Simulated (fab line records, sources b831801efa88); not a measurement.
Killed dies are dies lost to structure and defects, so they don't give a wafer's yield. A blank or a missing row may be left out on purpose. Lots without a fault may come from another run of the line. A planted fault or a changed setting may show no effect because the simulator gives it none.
Split-lot experiment | flow gf180mcu | 5 lots, 23 wafers read, on a route of 602 steps

THE SPLIT
At GF_M3_SPUTTER_04 (material TiN, target thk 50 nm, time 41.7 s), the setting time_s was moved away from the recipe's 41.7 s on 8 of the 23 wafers read, by +7.9% to +11.8%. The other wafers ran this setting at the recipe's value.

The reading is taken at the split's own step.

THE READING
TiN_of_M3_SPUTTER_04.thk_nm (the simulator's own value, which no gauge read), in nm, at GF_M3_SPUTTER_04 (material TiN, target thk 50 nm, time 41.7 s). The file gives no usual value for it. The 15 wafers here that ran the recipe average 50.01 nm, standard deviation 0.36 nm.

wafer  | tool, chamber at the split | time_s as run, s | against the recipe | TiN_of_M3_SPUTTER_04.thk_nm, nm | against lot-mates on the recipe
L076.1 | pvd_sputter-02, -          | 45.53            | +9.2%              | 54.98                           | +5.46
L076.2 | pvd_sputter-02, -          | 45.53            | +9.2%              | 54.63                           | +5.12
L076.3 | pvd_sputter-02, -          | 41.7             | recipe             | 49.63                           | -
L076.5 | pvd_sputter-02, -          | 45.53            | +9.2%              | 55.22                           | +5.70
L076.6 | pvd_sputter-02, -          | 41.7             | recipe             | 49.4                            | -
L078.1 | pvd_sputter-02, -          | 41.7             | recipe             | 49.38                           | -
L078.2 | pvd_sputter-02, -          | 41.7             | recipe             | 50.39                           | -
L078.3 | pvd_sputter-02, -          | 41.7             | recipe             | 50.1                            | -
L078.4 | pvd_sputter-02, -          | 41.7             | recipe             | 50.4                            | -
L078.6 | pvd_sputter-02, -          | 41.7             | recipe             | 49.46                           | -
L081.1 | pvd_sputter-04, -          | 46.62            | +11.8%             | 56.51                           | +6.40
L081.2 | pvd_sputter-04, -          | 46.62            | +11.8%             | 55.57                           | +5.46
L081.3 | pvd_sputter-04, -          | 41.7             | recipe             | 50.01                           | -
L081.4 | pvd_sputter-04, -          | 41.7             | recipe             | 50.35                           | -
L081.6 | pvd_sputter-04, -          | 41.7             | recipe             | 49.97                           | -
L080.1 | pvd_sputter-04, -          | 41.7             | recipe             | 50.06                           | -
L080.3 | pvd_sputter-04, -          | 41.7             | recipe             | 50.13                           | -
L080.5 | pvd_sputter-04, -          | 41.7             | recipe             | 50.39                           | -
L085.1 | pvd_sputter-01, -          | 41.7             | recipe             | 50.23                           | -
L085.2 | pvd_sputter-01, -          | 44.98            | +7.9%              | 53.61                           | +3.34
L085.3 | pvd_sputter-01, -          | 41.7             | recipe             | 50.31                           | -
L085.5 | pvd_sputter-01, -          | 44.98            | +7.9%              | 54.28                           | +4.01
L085.6 | pvd_sputter-01, -          | 44.98            | +7.9%              | 53.65                           | +3.38

THE FIT
A straight line over all 23 wafers: TiN_of_M3_SPUTTER_04.thk_nm changes by +0.514 nm for each +1% of time_s; r = +0.99; the points scatter about the line by 0.38 nm.
The same after taking each lot's own level away (the mean of its wafers on the recipe; 23 wafers): +0.522 nm for each +1%; r = +0.98; scatter 0.45 nm.
On that fit, the largest move of time_s shifts the reading by 6.2 nm.
The lots' own levels span 49.515 to 50.270 nm, that is 2.1 times the standard deviation above.
So the lot-to-lot level changes the slope little: the two slopes agree.
Check: with one of the wafers moved furthest among these (+11.8%) left out of the fit, the line predicts +6.09 nm for it against its lot-mates. It came out at +6.4 nm against them.

OTHER SPLITS ON THESE WAFERS
These wafers also went through other splits before the reading. Each is held against what the fit with the lots' levels taken away leaves over:
other split on the same wafers | wafers away from the commonest value | r with TiN_of_M3_SPUTTER_04.thk_nm (lot level and that fit taken away)
GF_M1_METAL_ETCH_16 time_s     | 11                                   | -0.13
GF_V1_CVD_02 time_s            | 8                                    | -0.06
GF_M2_SPUTTER_03 power_w       | 11                                   | +0.15
GF_M2_EXPOSE_11 dose_mj        | 8                                    | -0.07
GF_V2_CVD_23 temp_c            | 11                                   | +0.37

THE FILE'S OWN FIT
TiN_of_M3_SPUTTER_04.thk_nm changes by +0.518 nm for each +1% of time_s, r = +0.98.
